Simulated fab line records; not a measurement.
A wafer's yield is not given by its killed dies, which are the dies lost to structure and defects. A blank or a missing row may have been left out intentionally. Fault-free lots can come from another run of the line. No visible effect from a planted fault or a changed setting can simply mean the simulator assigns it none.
Split-lot study | flow sky130 | 23 wafers read from 5 lots, route of 708 steps

== ABOUT THE SPLIT ==
At SKY_VT_ADJUST_LVTN_IMPLANT_19, the setting energy-kev was moved away from the recipe's 30 on 9 of the 23 wafers read, by -4.2% to +3.4%. For the rest of the wafers, this setting stayed at what the recipe calls for.

Reading taken at the split's own step.

== THE READING ==
implant.drp-nm (the simulator's own value, which no gauge read), in nm, at SKY_VT_ADJUST_LVTN_IMPLANT_19. The file does not state a usual value for it.

wafer  | tool, chamber at the split | energy-kev as run | against the recipe | implant.drp-nm, nm | against lot-mates on the recipe
L078.2 | implanter-01, 0            | 30                | recipe             | 42.97              | -
L078.3 | implanter-01, 0            | 30                | recipe             | 42.97              | -
L078.6 | implanter-01, 0            | 30                | recipe             | 42.97              | -
L079.1 | implanter-02, 0            | 30                | recipe             | 42.97              | -
L079.5 | implanter-02, 0            | 30                | recipe             | 42.97              | -
L079.2 | implanter-02, 0            | 28.74             | -4.2%              | 41.44              | -1.53
L079.4 | implanter-02, 0            | 28.74             | -4.2%              | 41.44              | -1.53
L079.6 | implanter-02, 0            | 28.74             | -4.2%              | 41.44              | -1.53
L080.1 | implanter-01, 0            | 29.44             | -1.9%              | 42.33              | -0.64
L080.2 | implanter-01, 0            | 29.44             | -1.9%              | 42.33              | -0.64
L080.5 | implanter-01, 0            | 29.44             | -1.9%              | 42.33              | -0.64
L080.4 | implanter-01, 0            | 30                | recipe             | 42.97              | -
L080.6 | implanter-01, 0            | 30                | recipe             | 42.97              | -
L081.1 | implanter-01, 0            | 30                | recipe             | 42.97              | -
L081.5 | implanter-01, 0            | 30                | recipe             | 42.97              | -
L081.2 | implanter-01, 0            | 31.01             | +3.4%              | 44.02              | +1.05
L081.3 | implanter-01, 0            | 31.01             | +3.4%              | 44.02              | +1.05
L081.4 | implanter-01, 0            | 31.01             | +3.4%              | 44.02              | +1.05
L085.1 | implanter-02, 0            | 30                | recipe             | 42.97              | -
L085.2 | implanter-02, 0            | 30                | recipe             | 42.97              | -
L085.3 | implanter-02, 0            | 30                | recipe             | 42.97              | -
L085.4 | implanter-02, 0            | 30                | recipe             | 42.97              | -
L085.5 | implanter-02, 0            | 30                | recipe             | 42.97              | -

THE FIT
A straight line over all 23 wafers: implant.drp-nm changes by +0.342 nm for each +1% of energy-kev; r = +1.00; the points scatter about the line by 0.045 nm.
The same after taking each lot's own level away (the mean of its wafers on the recipe; 23 wafers): +0.342 nm for each +1%; r = +1.00; scatter 0.045 nm.
The reading moves by 1.4 nm for the largest change in energy-kev, on that fit.
The lots' own levels span 42.970 to 42.970 nm.
So the lot-to-lot level changes the slope little: the two slopes agree.
Check: -1.44 nm against its lot-mates is what the line predicts for one of the wafers moved furthest among these (-4.2%) when that wafer is left out of the fit. It came out at -1.53 nm against them.

== THESE WAFERS: OTHER SPLITS ==
Other splits were also applied to these wafers ahead of the reading. Each is held against what the fit with the lots' levels taken away leaves over:
other split on the same wafers           | wafers away from the commonest value | r with implant.drp-nm (lot level and that fit taken away)
SKY_FIELD_ISO_OXIDATION_01 temp-c        | 18                                   | +0.58
SKY_FIELD_ISO_OXIDATION_22 ox-time-s     | 15                                   | -0.10
SKY_NWELL_OXIDATION_01 temp-c            | 15                                   | +0.19
SKY_DNWELL_EXPOSE_04 dose-mj             | 5                                    | -0.37
SKY_PWDE_IMPLANT_08 energy-kev           | 6                                    | +0.26
SKY_NWELL_IMPLANT_13 energy-kev          | 5                                    | +0.37
SKY_NWELL_SOFTBAKE_19 temp-c             | 8                                    | -0.17
SKY_NWELL_IMPLANT_24 energy-kev          | 5                                    | +0.29
SKY_VT_ADJUST_HVTP_COAT_02 resist-thk-nm | 8                                    | -0.05
SKY_VT_ADJUST_LVTN_IMPLANT_08 energy-kev | 5                                    | +0.51

== THE WHOLE CHAIN: every reading that the file lists as answering this split, in the file's order ==
step                          | what it does | reading                                                         | change (the file's fit)               | r (the file's)
SKY_VT_ADJUST_LVTN_IMPLANT_19 |              | implant.rp-nm (the simulator's own value, which no gauge read)  | +0.94 nm for each +1% of the setting  | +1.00
SKY_VT_ADJUST_LVTN_IMPLANT_19 |              | implant.drp-nm (the simulator's own value, which no gauge read) | +0.344 nm for each +1% of the setting | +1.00

== THE FILE'S OWN FIT ==
implant.drp-nm changes by +0.344 nm for each +1% of energy-kev, r = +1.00.
